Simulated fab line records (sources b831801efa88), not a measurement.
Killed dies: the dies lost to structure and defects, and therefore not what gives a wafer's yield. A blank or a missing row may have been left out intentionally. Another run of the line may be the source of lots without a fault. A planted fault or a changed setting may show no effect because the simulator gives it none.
2 desks, one fault ; flow gf180mcu ; each desk holds nothing but its own numbers, with what lay behind them at the end

THE METROLOGY DESK
Means of the sampled wafers that have a number, per lot and without regard to the tool the lot ran on: this is what the gauges read. The brackets show how far a lot's mean lies from the usual mean; more than 4 standard deviations puts the lot out of limits, marked OUT.
Columns: A = MIM_ALCU_THK at GF_MIM_THK_MEAS_11, usual 199.3 nm
lot;first seen here;A
L619;day 24 13:29;200.2
L621;day 25 04:40;198.7
L622;day 25 16:10;198.3
L624;day 26 07:18;197.5
L625;day 26 14:46;196.6
L626;day 26 20:05;202.3
L627;day 27 06:52;202.5
L629;day 27 20:55;193.7
L632;day 28 17:54;200.6
L633;day 29 00:32;197.7
L637;day 30 06:04;195.1
L641;day 31 05:09;201.1
L642;day 31 11:41;198.3
This desk's finding: nothing out of limits on any of the 13 lots.

TOOL OWNER'S DESK, pvdSputter-02
The tool's own readings at GF_M2_SPUTTER_00 (material Ti, target thk 37.5 nm, time 150 s): means of the sampled wafers that have a number, for each lot that ran on this tool. The brackets show how far a lot's mean lies from the usual mean; more than 4 standard deviations puts the lot out of limits, marked OUT.
Columns: A = cathodeDcPowerW at GF_M2_SPUTTER_00, usual 3999.8 W; B = throttleValvePct at GF_M2_SPUTTER_00, usual 29.2 %
lot;first seen here;A;B
L619;day 18 08:14;4000.1;29.2
L621;day 18 23:02;4000.0;29.6
L622;day 19 11:05;4000.8;28.9
L624;day 20 05:59;4000.1;28.3
L625;day 20 13:49;4000.7;29.4
L627;day 21 09:02;3999.2;28.3
L633;day 23 10:24;3999.7;27.5
L637;day 24 18:53;3999.3;27.0
L641;day 25 20:50;3999.6;27.7
L642;day 26 06:28;3999.8;28.7
This desk's finding: nothing out of limits on any of the 10 lots.

TAKEN TOGETHER
From the metrology desk's view, nothing was out of limits.
The tool owner's desk saw nothing out of limits.

WHAT THE SIMULATOR PUT IN
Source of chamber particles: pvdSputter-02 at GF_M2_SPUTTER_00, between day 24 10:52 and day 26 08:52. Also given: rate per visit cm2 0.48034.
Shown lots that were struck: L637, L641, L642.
